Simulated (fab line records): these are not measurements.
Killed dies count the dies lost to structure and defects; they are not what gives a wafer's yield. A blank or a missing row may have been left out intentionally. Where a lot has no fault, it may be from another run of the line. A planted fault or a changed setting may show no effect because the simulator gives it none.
Split-lot experiment ; flow sky130 ; on a route of 708 steps: 5 lots, 23 wafers read

== ON THE SPLIT ==
At SKY_VIA3_CMP_02 (polishes SiO2), the setting leaveAboveRefNm was moved away from the recipe's 465 nm on 5 of the 23 wafers read, by -6.4% to +1.9%. This setting was run at the recipe's value on the other wafers.

== FROM THE SPLIT TO THE READING: what the file shows between them, 1 step ==
- SKY_VIA3_ETCH_14: etches BARC in N2/H2, stops on SiO2, time 45.9 s, target depth 60 nm (also split here: timeS)

== THE READING ==
oesProductAu, in a.u., at SKY_VIA3_ETCH_15 (etches SiO2 in C4F8/O2/Ar, stops on TiN, target depth 507 nm, time 78 s). Typical for fault-free wafers on this fab line: 0.945 a.u., with standard deviation 0.0054 a.u.

wafer;tool, chamber at the split;leaveAboveRefNm as run, nm;against the recipe;oesProductAu, a.u.;against lot-mates on the recipe
L075.1;cmp-01, 1;465;recipe;0.941;-
L075.2;cmp-01, 2;473.9;+1.9%;0.950;+0.006
L075.3;cmp-01, 3;473.9;+1.9%;0.948;+0.004
L075.4;cmp-01, 0;473.9;+1.9%;0.955;+0.011
L075.6;cmp-01, 3;465;recipe;0.947;-
L078.1;cmp-01, 0,1,3,1;465;recipe;0.942;-
L078.3;cmp-01, 0,1,3,1;465;recipe;0.951;-
L078.4;cmp-01, 0,1,3,1;465;recipe;0.960;-
L078.5;cmp-01, 0;465;recipe;0.944;-
L078.6;cmp-01, 0,1,3,1;465;recipe;0.947;-
L079.1;cmp-02, 3;465;recipe;0.940;-
L079.2;cmp-02, 1;465;recipe;0.945;-
L079.3;cmp-02, 2;465;recipe;0.943;-
L079.4;cmp-02, 0;435.2;-6.4%;0.903;-0.040
L079.5;cmp-02, 3;435.2;-6.4%;0.906;-0.037
L080.1;cmp-01, 2;465;recipe;0.944;-
L080.4;cmp-01, 0;465;recipe;0.945;-
L080.5;cmp-01, 0;465;recipe;0.945;-
L081.1;cmp-01, 2;465;recipe;0.942;-
L081.2;cmp-01, 0;465;recipe;0.951;-
L081.4;cmp-01, 1;465;recipe;0.951;-
L081.5;cmp-01, 0;465;recipe;0.937;-
L081.6;cmp-01, 1;465;recipe;0.939;-
If several chambers appear in one row, that row covers several wafers at once and the file leaves open which wafer was in which chamber.

THE FIT
A straight line over all 23 wafers: oesProductAu changes by +0.00589 a.u. for each +1% of leaveAboveRefNm; r = +0.91; the points scatter about the line by 0.0054 a.u.
The same after taking each lot's own level away (the mean of its wafers on the recipe; 23 wafers): +0.00563 a.u. for each +1%; r = +0.93; scatter 0.0048 a.u.
According to that fit, moving leaveAboveRefNm by its largest amount changes the reading by 0.036 a.u.
The lots' own levels span 0.9427 to 0.9488 a.u., that is 1.1 times the standard deviation above.
The two slopes agree, so the slope changes little with the lot-to-lot level.
Check: -0.0344 a.u. against its lot-mates is what the line predicts for one of the wafers moved furthest among these (-6.4%) when that wafer is left out of the fit. It came out at -0.0397 a.u. against them.

== FURTHER SPLITS ON THESE WAFERS ==
Other splits were also applied to these wafers ahead of the reading. Each is held against what the fit with the lots' levels taken away leaves over:
other split on the same wafers;wafers away from the commonest value;r with oesProductAu (lot level and that fit taken away)
SKY_VIA2_HDPCVD_00 timeS;9;+0.06
SKY_VIA2_SPUTTER_20 powerW;8;+0.12
SKY_METAL3_EXPOSE_10 doseMj;8;-0.02
SKY_VIA3_HDPCVD_00 timeS;6;-0.02
SKY_VIA3_ETCH_14 timeS;6;+0.05

== THE WHOLE CHAIN: every reading that the file lists as answering this split, in the file's order ==
step;what it does;reading;change (the file's fit);r (the file's)
SKY_VIA3_CMP_02;polishes SiO2;SiO2_of_VIA3_HDPCVD_00.thkNm (the simulator's own value, which no gauge read);+4.72 nm for each +1% of the setting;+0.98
SKY_VIA3_ETCH_15;etches SiO2 in C4F8/O2/Ar, stops on TiN, target depth 507 nm, time 78 s;oesProductAu;+0.00579 a.u. for each +1% of the setting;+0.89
SKY_VIA3_ETCH_15;etches SiO2 in C4F8/O2/Ar, stops on TiN, target depth 507 nm, time 78 s;VIA3.featureDepthNm (the simulator's own value, which no gauge read);+4.79 nm for each +1% of the setting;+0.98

== THE FILE'S OWN FIT ==
oesProductAu changes by +0.00579 a.u. for each +1% of leaveAboveRefNm, r = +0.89.
